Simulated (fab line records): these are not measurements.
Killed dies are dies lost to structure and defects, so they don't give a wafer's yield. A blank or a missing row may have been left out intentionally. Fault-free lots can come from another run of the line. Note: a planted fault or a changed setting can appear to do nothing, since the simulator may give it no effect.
Tool commonality check -- flow gf180mcu -- Sampled: 12 lots, 36 wafers

WHY IT WAS OPENED
At GF_PASSIVATION_BOW_MEAS_14 the reading PASSIVATION_BOW is flagged on 3 of 12 lots. Fault-free wafers read 141 um, with a standard deviation of 11.
Rule: a lot is flagged when every wafer of it that has a number lies more than 4 standard deviations from that mean, or none has a number. All remaining lots are regarded as sound.

lot,measured,on,"PASSIVATION_BOW (um), wafer by wafer",flag
L606,day 30 01:40,film metro-03,149 154 150,
L607,day 30 09:32,film metro-01,141 137 139,
L609,day 30 19:13,film metro-01,138 132 142,
L610,day 31 01:47,film metro-02,139 150 144,
L616,day 32 18:28,film metro-01,123 134 128,
L618,day 33 04:56,film metro-02,146 149 161,
L619,day 33 09:43,film metro-03,125 130 123,
L620,day 33 20:23,film metro-02,210 207 219,FLAGGED
L621,day 33 22:14,film metro-03,206 215 221,FLAGGED
L622,day 34 04:34,film metro-01,212 210 215,FLAGGED
L625,day 34 16:56,film metro-02,141 133 134,
L626,day 35 03:28,film metro-03,140 145 151,
Average over the flagged lots: 213 um; offset from the usual +72 um, equal to +7 standard deviations.

LOT BY LOT: THE TOOL USED
3 process steps preceding the reading are held in the record, out of 602 steps in the route. Read each cell as the tool, then ch plus the chambers that the sampled wafers visited, then the start.
lot,flag,GF_MIM_CVD_05,GF_MIM_SPUTTER_07,GF_PASSIVATION_ANNEAL_13
L606,,"pecvd-04 ch 1,2, day 25 14:45","pvd sputter-03, day 25 14:50","furnace-02 ch 0, day 30 00:10"
L607,,"pecvd-02 ch 0,2, day 25 22:02","pvd sputter-03, day 25 22:08","furnace-01 ch 0, day 30 08:01"
L609,,"pecvd-04 ch 0,1,2, day 26 11:13","pvd sputter-03, day 26 11:18","furnace-02 ch 0, day 30 17:41"
L610,,"pecvd-04 ch 0,1,2, day 26 20:02","pvd sputter-03, day 26 20:08","furnace-01 ch 0, day 31 00:17"
L616,,"pecvd-01 ch 0,2, day 28 17:59","pvd sputter-03, day 28 18:05","furnace-01 ch 0, day 32 16:58"
L618,,"pecvd-04 ch 0,2, day 29 06:13","pvd sputter-04, day 29 06:20","furnace-01 ch 0, day 33 03:26"
L619,,"pecvd-01 ch 0,1,2, day 29 12:34","pvd sputter-04, day 29 12:39","furnace-02 ch 0, day 33 08:10"
L620,FLAGGED,"pecvd-04 ch 0,1,2, day 30 01:18","pvd sputter-04, day 30 01:23","furnace-01, day 33 18:53"
L621,FLAGGED,"pecvd-04 ch 0,1, day 30 03:37","pvd sputter-04, day 30 03:42","furnace-02, day 33 20:43"
L622,FLAGGED,"pecvd-04 ch 1,2, day 30 12:00","pvd sputter-04, day 30 12:05","furnace-01, day 34 03:04"
L625,,"pecvd-04 ch 0,1, day 31 01:14","pvd sputter-04, day 31 01:20","furnace-02 ch 0, day 34 15:25"
L626,,"pecvd-04 ch 0,1,2, day 31 14:47","pvd sputter-02, day 31 14:52","furnace-01 ch 0, day 35 01:58"
What the steps here do:
- GF_MIM_CVD_05: deposits Si3N4, target thk 42 nm, time 29.086 s.
- GF_MIM_SPUTTER_07: material TiN, target thk 60 nm, time 50 s.
- GF_PASSIVATION_ANNEAL_13: time 1800 s.
- GF_PASSIVATION_BOW_MEAS_14

FLAGGED OVER TOTAL, TOOL BY TOOL (the gauges that took the reading come last)
step,tool,lots run,flagged,share of the flagged lots,sound lots run after its first flagged lot
GF_MIM_CVD_05,pecvd-01,2,0,none,-
GF_MIM_CVD_05,pecvd-02,1,0,none,-
GF_MIM_CVD_05,pecvd-04,9,3,all,"2 (L625,L626)"
GF_MIM_SPUTTER_07,pvd sputter-02,1,0,none,-
GF_MIM_SPUTTER_07,pvd sputter-03,5,0,none,-
GF_MIM_SPUTTER_07,pvd sputter-04,6,3,all,1 (L625)
GF_PASSIVATION_ANNEAL_13,furnace-01,7,2,some,1 (L626)
GF_PASSIVATION_ANNEAL_13,furnace-02,5,1,some,1 (L625)
GF_PASSIVATION_BOW_MEAS_14,film metro-01,4,1,some,0
GF_PASSIVATION_BOW_MEAS_14,film metro-02,4,1,some,1 (L625)
GF_PASSIVATION_BOW_MEAS_14,film metro-03,4,1,some,1 (L626)

WHAT IS ALLOWED BY THE TABLE
2 rows of the table ran every flagged lot: pecvd-04 at GF_MIM_CVD_05, pvd sputter-04 at GF_MIM_SPUTTER_07.
- pecvd-04 at GF_MIM_CVD_05 ran 9 lots, 3 of them flagged. Sound lots ran on it after the first flagged one (L625, L626), which a lasting fault on the whole tool wouldn't allow.
- pvd sputter-04 at GF_MIM_SPUTTER_07 ran 6 lots, 3 of them flagged. Sound lots ran on it after the first flagged one (L625), which a lasting fault on the whole tool wouldn't allow.
Not one row of the table ran every flagged lot while running no sound lot after the first.

WHAT HAD BEEN PUT IN BY THE SIMULATOR
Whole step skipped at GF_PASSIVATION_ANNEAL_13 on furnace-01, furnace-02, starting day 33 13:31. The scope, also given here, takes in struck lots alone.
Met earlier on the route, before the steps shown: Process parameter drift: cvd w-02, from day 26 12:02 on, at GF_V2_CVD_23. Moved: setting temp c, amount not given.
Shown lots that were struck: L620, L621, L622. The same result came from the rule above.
